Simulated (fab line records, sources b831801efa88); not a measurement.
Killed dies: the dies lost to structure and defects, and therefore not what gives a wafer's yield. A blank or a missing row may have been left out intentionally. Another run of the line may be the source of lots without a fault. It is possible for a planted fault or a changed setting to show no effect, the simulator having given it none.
Which tool did it?	flow sky130	14 lots with 42 wafers sampled at 3 steps, on a route of 708 steps

## WHAT THE GAUGES SHOWED, per wafer
SKY_VIA4_THK_MEAS_01. Usual: VIA4_HDPCVD_THK 1760 nm, standard deviation 19.
lot	measured	on	VIA4_HDPCVD_THK (nm)	flag
L201	day 41 21:45	filmMetro-03	1756 1751 1758	
L202	day 41 22:54	filmMetro-02	1759 1765 1770	
L203	day 42 11:47	filmMetro-03	1779 1747 1764	
L207	day 43 13:19	filmMetro-02	1754 1782 1745	
L206	day 43 16:20	filmMetro-03	1752 1744 1735	
L208	day 44 09:51	filmMetro-03	1744 1756 1745	
L212	day 45 03:40	filmMetro-03	1738 1749 1782	
L213	day 45 11:55	filmMetro-02	1739 1761 1740	
L214	day 45 16:59	filmMetro-03	1743 1752 1762	
L215	day 45 17:02	filmMetro-02	1724 1735 1724	
L221	day 47 01:23	filmMetro-01	1772 1790 1782	
L222	day 47 06:06	filmMetro-01	1758 1753 1773	
L223	day 47 10:55	filmMetro-01	1755 1751 1743	
L224	day 47 21:15	filmMetro-03	1743 1770 1750	

SKY_PASSIVATION_THK_MEAS_01. Usual: PASSIVATION_CVD_00_THK 89.8 nm, standard deviation 1.2.
lot	measured	on	PASSIVATION_CVD_00_THK (nm)	flag
L201	day 43 22:08	filmMetro-04	89.3 88.2 90.0	
L202	day 43 22:23	filmMetro-04	91.3 89.8 89.4	
L203	day 44 11:14	filmMetro-04	89.3 90.9 90.7	
L207	day 45 12:05	filmMetro-04	87.8 90.1 89.7	
L206	day 45 14:57	filmMetro-01	88.9 91.0 90.0	
L208	day 46 07:28	filmMetro-01	89.6 90.4 89.0	
L212	day 47 00:26	filmMetro-01	88.9 89.2 89.5	
L213	day 47 06:50	filmMetro-01	90.1 91.2 90.0	
L214	day 47 11:47	filmMetro-01	90.1 90.8 91.6	
L215	day 47 12:51	filmMetro-04	88.6 87.9 89.3	
L221	day 48 18:47	filmMetro-02	90.3 89.5 92.1	
L222	day 48 22:05	filmMetro-01	90.7 91.3 91.1	
L223	day 49 03:52	filmMetro-01	88.4 90.5 90.3	
L224	day 49 12:53	filmMetro-01	88.5 87.7 89.4	

## EACH LOT AND THE TOOL THAT RAN IT (in order: tool; ch and the chambers of the sampled wafers; start)
lot	SKY_METAL5_SPUTTER_02
L201	pvdSputter-02, day 42 22:37
L202	pvdSputter-04, day 42 22:55
L203	pvdSputter-03, day 43 12:01
L207	pvdSputter-02, day 44 13:16
L206	pvdSputter-04, day 44 16:42
L208	pvdSputter-04, day 45 09:30
L212	pvdSputter-04, day 46 02:40
L213	pvdSputter-04, day 46 09:50
L214	pvdSputter-04, day 46 15:08
L215	pvdSputter-04, day 46 15:40
L221	pvdSputter-04, day 47 22:31
L222	pvdSputter-03, day 48 03:05
L223	pvdSputter-02, day 48 08:28
L224	pvdSputter-02, day 48 18:21
- SKY_METAL5_SPUTTER_02: material AlCu, target thk 1150 nm, time 61.2 s.

## WHAT THE TOOLS THEMSELVES READ (means of the sampled wafers that have a number; where no wafer has one, the mark that the record gives instead)
SKY_METAL5_SPUTTER_02. Usual: chamberPressurePa 0.4001 Pa, standard deviation 0.00081; throttleValvePct 30.1 %, standard deviation 0.48.
lot	tool	chamberPressurePa (Pa)	throttleValvePct (%)	flag
L201	pvdSputter-02	0.3996	30.2	
L202	pvdSputter-04	0.3994	29.8	
L203	pvdSputter-03	0.3995	30.6	
L207	pvdSputter-02	0.4006	29.8	
L206	pvdSputter-04	0.3994	30.0	
L208	pvdSputter-04	0.3998	29.9	
L212	pvdSputter-04	0.4004	29.7	
L213	pvdSputter-04	0.4002	30.0	
L214	pvdSputter-04	0.4001	30.0	
L215	pvdSputter-04	0.4002	30.0	
L221	pvdSputter-04	0.4010	30.1	
L222	pvdSputter-03	0.3999	30.7	
L223	pvdSputter-02	0.3998	29.8	
L224	pvdSputter-02	0.4004	30.1	

## THE ANSWER, worked out from the rows above alone
Rule: take the mean of a lot's wafers that have a number; if it is more than 3 standard deviations from the usual mean, the lot is off. A lot without any number at a reading at which 4 lots or more have one is off too. Any other lot the step has rows for is counted as sound. The gauges are gone through in route order, then the tools' own readings, and for those a lot's mean is taken as printed above. The first step at which some lot is off is used, and at that step the reading that is off furthest; a lot without a number counts as furthest.
No lot is off at any reading shown: from this, nothing can be told.

## WHAT THE SIMULATOR HAD INSERTED
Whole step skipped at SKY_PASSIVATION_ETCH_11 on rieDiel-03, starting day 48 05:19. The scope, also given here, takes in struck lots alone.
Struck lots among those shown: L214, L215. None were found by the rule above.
